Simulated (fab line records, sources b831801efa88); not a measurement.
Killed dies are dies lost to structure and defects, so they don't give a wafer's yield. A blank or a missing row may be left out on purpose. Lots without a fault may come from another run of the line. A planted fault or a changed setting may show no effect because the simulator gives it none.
Which tool did it? | flow sky130 | 24 lots, 72 wafers sampled, at 6 steps of a route of 708

WHAT THE GAUGES READ, wafer by wafer
SKY_CONTACT_THK_MEAS_03. Usual: CONTACT_HDPCVD_THK 591 nm, standard deviation 5.9.
lot  | measured     | on            | CONTACT_HDPCVD_THK (nm) | flag
L074 | day 30 17:25 | film_metro-01 | 592 587 592             |
L075 | day 30 18:30 | film_metro-02 | 596 593 582             |
L076 | day 31 06:29 | film_metro-01 | 596 591 593             |
L077 | day 31 12:52 | film_metro-03 | 597 606 596             |
L078 | day 31 20:20 | film_metro-01 | 588 586 584             |
L079 | day 31 22:49 | film_metro-02 | 577 578 591             |
L080 | day 32 23:34 | film_metro-01 | 594 592 600             |
L082 | day 33 00:16 | film_metro-02 | 594 589 588             |
L081 | day 33 01:28 | film_metro-03 | 588 588 591             |
L083 | day 33 16:47 | film_metro-03 | 595 597 585             |
L085 | day 33 23:22 | film_metro-01 | 595 585 582             |
L084 | day 34 00:39 | film_metro-02 | 587 602 590             |
L086 | day 34 03:57 | film_metro-01 | 589 589 583             |
L087 | day 34 22:17 | film_metro-03 | 596 597 600             |
L088 | day 34 23:05 | film_metro-02 | 597 580 591             |
L089 | day 35 05:37 | film_metro-03 | 583 588 592             |
L090 | day 35 19:32 | film_metro-02 | 587 592 594             |
L091 | day 35 23:07 | film_metro-03 | 587 586 590             |
L092 | day 36 06:40 | film_metro-02 | 595 599 600             |
L093 | day 37 00:24 | film_metro-02 | 583 603 584             |
L094 | day 37 01:14 | film_metro-03 | 592 598 593             |
L095 | day 37 05:43 | film_metro-02 | 583 590 586             |
L096 | day 37 07:42 | film_metro-01 | 589 593 588             |
L097 | day 38 03:44 | film_metro-02 | 592 589 600             |

SKY_CAPM_OVL_MEAS_12. Usual: CAPM_OVL -1.5 nm, standard deviation 1.4.
lot  | measured     | on         | CAPM_OVL (nm)  | flag
L074 | day 37 19:56 | overlay-01 | -0.5 -1.2 -0.6 |
L075 | day 37 21:59 | overlay-01 | 1.2 -0.4 -0.5  |
L076 | day 38 06:26 | overlay-02 | -1.9 -1.9 -2.0 |
L077 | day 38 13:02 | overlay-02 | -0.8 -1.5 -1.6 |
L078 | day 38 20:20 | overlay-01 | 0.3 -0.5 -1.8  |
L079 | day 38 21:26 | overlay-02 | -3.8 -3.6 -3.7 |
L080 | day 39 19:47 | overlay-02 | -3.0 -2.9 -2.4 |
L082 | day 39 22:05 | overlay-01 | -3.0 -0.2 -0.4 |
L081 | day 39 22:38 | overlay-01 | -1.6 -2.5 -2.1 |
L083 | day 40 11:36 | overlay-02 | -3.0 -1.6 -4.4 |
L085 | day 40 19:08 | overlay-02 | -2.7 -1.3 -2.7 |
L084 | day 40 19:59 | overlay-01 | 2.0 -0.2 0.5   |
L086 | day 40 23:35 | overlay-02 | -0.7 -1.5 -1.1 |
L087 | day 41 16:11 | overlay-02 | -4.6 -3.7 -1.5 |
L088 | day 41 16:50 | overlay-02 | -1.1 -1.4 -1.4 |
L089 | day 41 22:47 | overlay-01 | -1.1 0.2 -0.2  |
L090 | day 42 10:26 | overlay-02 | -2.0 -0.5 -2.6 |
L091 | day 42 13:29 | overlay-02 | -2.9 -3.6 -2.1 |
L092 | day 42 20:44 | overlay-02 | -3.5 -2.2 -2.6 |
L093 | day 43 11:26 | overlay-01 | 0.0 0.0 -1.2   |
L094 | day 43 12:47 | overlay-02 | -3.2 -2.0 -3.2 |
L095 | day 43 15:05 | overlay-01 | -0.6 0.2 -0.4  |
L096 | day 43 21:23 | overlay-02 | -3.6 -4.0 -4.3 |
L097 | day 44 10:53 | overlay-01 | -1.6 -0.9 1.4  |

SKY_METAL4_OVL_MEAS_14. Usual: METAL4_OVL 0 nm, standard deviation 5.
lot  | measured     | on         | METAL4_OVL (nm) | flag
L074 | day 42 03:55 | overlay-02 | -5 0 -11        |
L075 | day 42 06:09 | overlay-01 | -1 1 -3         |
L076 | day 42 12:51 | overlay-02 | -7 -1 0         |
L077 | day 42 19:46 | overlay-01 | -2 -5 -6        |
L078 | day 43 01:21 | overlay-01 | 5 -4 4          |
L079 | day 43 01:43 | overlay-01 | -3 2 1          |
L080 | day 43 23:37 | overlay-02 | 3 5 7           |
L082 | day 44 01:25 | overlay-02 | -5 1 -2         |
L081 | day 44 02:12 | overlay-02 | -3 1 -1         |
L083 | day 44 13:52 | overlay-01 | -1 4 7          |
L085 | day 44 20:07 | overlay-02 | 8 -7 -1         |
L084 | day 44 21:39 | overlay-01 | -1 1 1          |
L086 | day 45 00:40 | overlay-01 | -8 1 5          |
L087 | day 45 15:52 | overlay-02 | 6 9 1           |
L088 | day 45 16:07 | overlay-01 | -8 -10 -6       |
L089 | day 45 22:06 | overlay-01 | 9 4 1           |
L090 | day 46 07:29 | overlay-01 | 4 6 -7          |
L091 | day 46 09:49 | overlay-02 | 2 -1 -3         |
L092 | day 46 16:27 | overlay-02 | 9 -4 2          |
L093 | day 47 06:21 | overlay-02 | -1 1 -6         |
L094 | day 47 07:34 | overlay-01 | -6 -7 -12       |
L095 | day 47 09:04 | overlay-01 | -2 -4 -4        |
L096 | day 47 12:55 | overlay-01 | 3 10 5          |
L097 | day 48 02:01 | overlay-01 | -6 -1 -6        |

WHICH TOOL RAN EACH LOT (tool, then ch and the chambers of the sampled wafers, then the start)
lot  | SKY_VIA3_CMP_02               | SKY_VIA3_SPUTTER_20          | SKY_METAL4_SPUTTER_03
L074 | cmp-02 ch 0,2,3, day 39 00:10 | pvd_sputter-02, day 40 02:31 | pvd_sputter-04, day 40 03:16
L075 | cmp-02 ch 0,1,2, day 39 02:04 | pvd_sputter-02, day 40 04:13 | pvd_sputter-04, day 40 04:58
L076 | cmp-02 ch 0,2,3, day 39 09:55 | pvd_sputter-03, day 40 11:55 | pvd_sputter-04, day 40 12:40
L077 | cmp-01 ch 0,1,2, day 39 16:08 | pvd_sputter-01, day 40 17:37 | pvd_sputter-01, day 40 18:22
L078 | cmp-02 ch 0,2,3, day 39 23:17 | pvd_sputter-01, day 41 01:01 | pvd_sputter-04, day 41 01:46
L079 | cmp-02 ch 1,3, day 40 00:02   | pvd_sputter-02, day 41 01:23 | pvd_sputter-03, day 41 02:08
L080 | cmp-01 ch 0,1, day 40 22:16   | pvd_sputter-02, day 41 23:26 | pvd_sputter-04, day 42 00:15
L082 | cmp-02 ch 1,2,3, day 41 00:08 | pvd_sputter-03, day 42 00:58 | pvd_sputter-04, day 42 01:52
L081 | cmp-01 ch 0,1,3, day 41 00:26 | pvd_sputter-02, day 42 01:17 | pvd_sputter-03, day 42 02:10
L083 | cmp-02 ch 0,3, day 41 13:47   | pvd_sputter-01, day 42 14:02 | pvd_sputter-03, day 42 14:47
L085 | cmp-02 ch 1,2,3, day 41 21:16 | pvd_sputter-02, day 42 21:38 | pvd_sputter-04, day 42 22:23
L084 | cmp-02 ch 0,1,2, day 41 22:57 | pvd_sputter-03, day 42 23:23 | pvd_sputter-03, day 43 00:10
L086 | cmp-02 ch 2,3, day 42 01:13   | pvd_sputter-02, day 43 01:52 | pvd_sputter-03, day 43 02:37
L087 | cmp-01 ch 0,1, day 42 18:08   | pvd_sputter-03, day 43 17:50 | pvd_sputter-01, day 43 18:35
L088 | cmp-02 ch 1,2,3, day 42 18:38 | pvd_sputter-03, day 43 18:49 | pvd_sputter-01, day 43 19:34
L089 | cmp-02 ch 0,1,2, day 43 00:31 | pvd_sputter-01, day 44 00:24 | pvd_sputter-03, day 44 01:09
L090 | cmp-02 ch 0,1,2, day 43 11:19 | pvd_sputter-01, day 44 10:59 | pvd_sputter-03, day 44 11:44
L091 | cmp-02 ch 1,2, day 43 14:01   | pvd_sputter-03, day 44 13:20 | pvd_sputter-04, day 44 14:05
L092 | cmp-01 ch 0,1,3, day 43 21:31 | pvd_sputter-01, day 44 21:26 | pvd_sputter-04, day 44 22:11
L093 | cmp-01 ch 0,1,3, day 44 12:10 | pvd_sputter-02, day 45 11:01 | pvd_sputter-04, day 45 11:46
L094 | cmp-02 ch 0,2,3, day 44 13:14 | pvd_sputter-03, day 45 12:01 | pvd_sputter-01, day 45 12:46
L095 | cmp-02 ch 1,2,3, day 44 15:38 | pvd_sputter-03, day 45 14:05 | pvd_sputter-04, day 45 14:50
L096 | cmp-02 ch 0,1, day 44 21:38   | pvd_sputter-03, day 45 19:32 | pvd_sputter-04, day 45 20:17
L097 | cmp-01 ch 0,2,3, day 45 10:04 | pvd_sputter-02, day 46 08:09 | pvd_sputter-04, day 46 09:04
- SKY_VIA3_CMP_02: polishes SiO2.
- SKY_VIA3_SPUTTER_20: material TiN, target thk 20 nm, time 81.96 s.
- SKY_METAL4_SPUTTER_03: material Ti, target thk 5 nm, time 3.3 s.

WHAT THE TOOLS THEMSELVES READ (means of the sampled wafers that have a number; where no wafer has one, the mark that the record gives instead)
SKY_VIA3_CMP_02. Usual: motor_current_A 12.6 A, standard deviation 0.99; platen_rpm 60.00 rpm, standard deviation 0.039.
lot  | tool   | motor_current_A (A) | platen_rpm (rpm) | flag
L074 | cmp-02 | 12.6                | 60.03            |
L075 | cmp-02 | 12.2                | 60.01            |
L076 | cmp-02 | 13.3                | 60.00            |
L077 | cmp-01 | 13.3                | 59.99            |
L078 | cmp-02 | 13.0                | 60.00            |
L079 | cmp-02 | 12.6                | 60.00            |
L080 | cmp-01 | 13.2                | 59.97            |
L082 | cmp-02 | 12.4                | 59.97            |
L081 | cmp-01 | 12.7                | 59.97            |
L083 | cmp-02 | 12.5                | 59.99            |
L085 | cmp-02 | 11.8                | 59.97            |
L084 | cmp-02 | 12.8                | 60.02            |
L086 | cmp-02 | 12.4                | 59.95            |
L087 | cmp-01 | 13.7                | 59.98            |
L088 | cmp-02 | 12.3                | 60.00            |
L089 | cmp-02 | 12.6                | 60.00            |
L090 | cmp-02 | 12.4                | 60.01            |
L091 | cmp-02 | 11.9                | 60.06            |
L092 | cmp-01 | 13.5                | 59.99            |
L093 | cmp-01 | 13.1                | 60.03            |
L094 | cmp-02 | 12.7                | 59.96            |
L095 | cmp-02 | 11.7                | 59.99            |
L096 | cmp-02 | 12.0                | 59.99            |
L097 | cmp-01 | 13.2                | 59.97            |

SKY_VIA3_SPUTTER_20. Usual: throttle_valve_pct 29.8 %, standard deviation 1.3.
lot  | tool           | throttle_valve_pct (%) | flag
L074 | pvd_sputter-02 | 29.4                   |
L075 | pvd_sputter-02 | 28.4                   |
L076 | pvd_sputter-03 | 29.6                   |
L077 | pvd_sputter-01 | 31.5                   |
L078 | pvd_sputter-01 | 31.3                   |
L079 | pvd_sputter-02 | 28.7                   |
L080 | pvd_sputter-02 | 28.5                   |
L082 | pvd_sputter-03 | 29.7                   |
L081 | pvd_sputter-02 | 28.4                   |
L083 | pvd_sputter-01 | 32.1                   |
L085 | pvd_sputter-02 | 29.2                   |
L084 | pvd_sputter-03 | 29.4                   |
L086 | pvd_sputter-02 | 29.0                   |
L087 | pvd_sputter-03 | 30.0                   |
L088 | pvd_sputter-03 | 29.2                   |
L089 | pvd_sputter-01 | 31.3                   |
L090 | pvd_sputter-01 | 32.0                   |
L091 | pvd_sputter-03 | 29.3                   |
L092 | pvd_sputter-01 | 32.1                   |
L093 | pvd_sputter-02 | 28.4                   |
L094 | pvd_sputter-03 | 29.4                   |
L095 | pvd_sputter-03 | 29.4                   |
L096 | pvd_sputter-03 | 29.3                   |
L097 | pvd_sputter-02 | 28.6                   |

SKY_METAL4_SPUTTER_03. Usual: throttle_valve_pct 30.1 %, standard deviation 1.4.
lot  | tool           | throttle_valve_pct (%) | flag
L074 | pvd_sputter-04 | 29.8                   |
L075 | pvd_sputter-04 | 30.7                   |
L076 | pvd_sputter-04 | 29.0                   |
L077 | pvd_sputter-01 | 32.1                   |
L078 | pvd_sputter-04 | 29.7                   |
L079 | pvd_sputter-03 | 29.3                   |
L080 | pvd_sputter-04 | 30.0                   |
L082 | pvd_sputter-04 | 30.6                   |
L081 | pvd_sputter-03 | 29.4                   |
L083 | pvd_sputter-03 | 29.3                   |
L085 | pvd_sputter-04 | 29.6                   |
L084 | pvd_sputter-03 | 29.1                   |
L086 | pvd_sputter-03 | 29.9                   |
L087 | pvd_sputter-01 | 31.4                   |
L088 | pvd_sputter-01 | 31.4                   |
L089 | pvd_sputter-03 | 29.5                   |
L090 | pvd_sputter-03 | 29.6                   |
L091 | pvd_sputter-04 | 29.8                   |
L092 | pvd_sputter-04 | 30.8                   |
L093 | pvd_sputter-04 | 30.4                   |
L094 | pvd_sputter-01 | 31.5                   |
L095 | pvd_sputter-04 | 31.2                   |
L096 | pvd_sputter-04 | 31.0                   |
L097 | pvd_sputter-04 | 30.0                   |

THE ANSWER, worked out from the rows above alone
Rule: a lot is off if the mean of its wafers that have a number lies more than 3 standard deviations from the usual mean. A lot without any number at a reading at which 4 lots or more have one is off too. The other lots that the step has rows for count as sound. The gauges are gone through in route order, then the tools' own readings, and for those a lot's mean is taken as printed above. The first step at which some lot is off is used, and at that step the reading that is off furthest; a lot without a number counts as furthest.
No lot is off at any reading shown: from this, nothing can be told.

WHAT THE SIMULATOR HAD PUT IN
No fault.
